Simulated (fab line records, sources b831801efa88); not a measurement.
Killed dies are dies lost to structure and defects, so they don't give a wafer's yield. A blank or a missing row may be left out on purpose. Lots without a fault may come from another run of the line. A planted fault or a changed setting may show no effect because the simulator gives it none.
A struck lot beside a sound one | flow sfq_line | 15 steps out of a route of 325
Sound: wafers L650.2, L650.3, L650.6. Struck: wafers L660.1, L660.5, L660.6. The cause comes at the end.
At each step with rows: each side's tool, then ch and its chambers, then its first start. Under that, the readings that differ: sound wafers | struck wafers | difference of the means | sigmas: that difference in standard deviations of wafers without a fault.
alike: readings whose means differ by less than 2 such deviations, and words and numbers that are the same on both sides. not compared: withheld readings, readings that some wafer has no value for, bounds like >300 that may hide the same value, and numbers for which the record gives no deviation and whose values overlap.
The two part at a step that has a row with sigmas, a row that says differs or no value, or rows on one side only. Numbers that don't overlap but have no deviation are shown without sigmas and don't part them. A reading that every wafer of one side lacks parts them only if that side has two wafers or more.

first, 1 step without rows for these wafers: SFQ_TRILAYER_M7_STRIP_SOLV_CLEAN_182 (cleans in NMP, time 600 s).
SFQ_TRILAYER_I7_DEP_PECVD_183: deposits SiO2 from SiH4/N2O, time 111.11 s, target thk 500 nm.
  sound on pecvd-04 ch 1,2, day 82 08:19; struck on pecvd-04 ch 1,2, day 92 18:22
  alike: heater_power_w, showerhead_vpp_V, throttle_valve_pct
SFQ_TRILAYER_I7_CMP_CMP_184: polishes SiO2.
  sound on cmp-02 ch 0,3, day 82 09:02; struck on cmp-02 ch 0,1,3, day 92 19:56
  reading                | sound       | struck      | difference | sigmas
  time_to_endpoint_s (s) | 234 216 231 | 207 209 213 | -17        | -2
  alike: motor_current_A
SFQ_I7_BOW_MEAS_946:
  sound on film_metro-01, day 82 12:03; struck on film_metro-01, day 92 21:26
  alike: I7_BOW
SFQ_TRILAYER_I7_METRO_MEASURE_185:
  sound on film_metro-01, day 82 12:21; struck on film_metro-01, day 92 21:34
  alike: thk_nm
then, 6 steps without rows for these wafers: SFQ_TRILAYER_I7_VIA_LITHO_COAT_192 (resist thk 62 nm); SFQ_TRILAYER_I7_VIA_LITHO_COAT_187 (resist thk 650 nm); SFQ_TRILAYER_I7_VIA_LITHO_SOFTBAKE_191; SFQ_TRILAYER_I7_VIA_LITHO_EXPOSE_188 (exposes mask I7, target cd 1000 nm); SFQ_TRILAYER_I7_VIA_LITHO_PEB_190 (peb time 60 s); SFQ_TRILAYER_I7_VIA_LITHO_DEVELOP_189 (time 60 s).
-- the record jumps here: 4 days lie between the struck wafers' starts before and after --
SFQ_I7_OVL_MEAS_947:
  sound on overlay-02, day 82 17:11; struck on overlay-02, day 96 17:23
  alike: I7_OVL
SFQ_TRILAYER_I7_VIA_BARC_OPEN_VIA_ETCH_260: etches BARC in O2, target depth 125 nm, time 41.7 s.
  sound on rie_diel-02 ch 0,3, day 82 17:13; struck on rie_diel-04 ch 1,2,3, day 96 17:25
  reading                                                 | sound             | struck            | difference | sigmas
  oes_product_au (a.u.)                                   | 0.692 0.692 0.678 | 0.813 0.807 0.811 | +0.123     | +26
  run_length_s (s)                                        | 70.6 69.7 70.3    | 60.8 61.7 60.6    | -9.2       | -23
  time_s (s)                                              | 41.7 41.7 41.7    | 29.19 29.19 29.19 | -12.51     |
  model.KrF_of_TRILAYER_I7_VIA_LITHO_COAT_187.thk_nm (nm) | 573.7 571.5 572.3 | 587.7 588 587.1   | +15.1      |
  alike: drypump_motor_current_A
  not compared: rf_hours_counter_h
SFQ_TRILAYER_I7_VIA_ETCH_VIA_ETCH_190: etches SiO2 in CHF3, stops on Nb, target depth 260 nm.
  sound on rie_diel-02 ch 0,3, day 82 17:15; struck on rie_diel-04 ch 1,2,3, day 96 17:28
  reading                                                 | sound           | struck          | difference | sigmas
  model.KrF_of_TRILAYER_I7_VIA_LITHO_COAT_187.thk_nm (nm) | 529.5 527.2 528 | 543.1 543.4 542 | +14.6      |
  alike: drypump_motor_current_A, oes_product_au
SFQ_TRILAYER_I7_VIA_STRIP_STRIP_191: strips in O2.
  sound on rie_metal-04 ch 0,1, day 82 17:22; struck on rie_metal-04 ch 0, day 96 17:34
  alike: drypump_motor_current_A, oes_product_au
  not compared: rf_hours_counter_h

WHERE THEY PART
First at SFQ_TRILAYER_I7_CMP_CMP_184; last, within this record, at SFQ_TRILAYER_I7_VIA_BARC_OPEN_VIA_ETCH_260. Later steps at which nothing parts them and some readings are alike: SFQ_TRILAYER_I7_VIA_ETCH_VIA_ETCH_190, SFQ_TRILAYER_I7_VIA_STRIP_STRIP_191.

WHY: what the simulator had put in
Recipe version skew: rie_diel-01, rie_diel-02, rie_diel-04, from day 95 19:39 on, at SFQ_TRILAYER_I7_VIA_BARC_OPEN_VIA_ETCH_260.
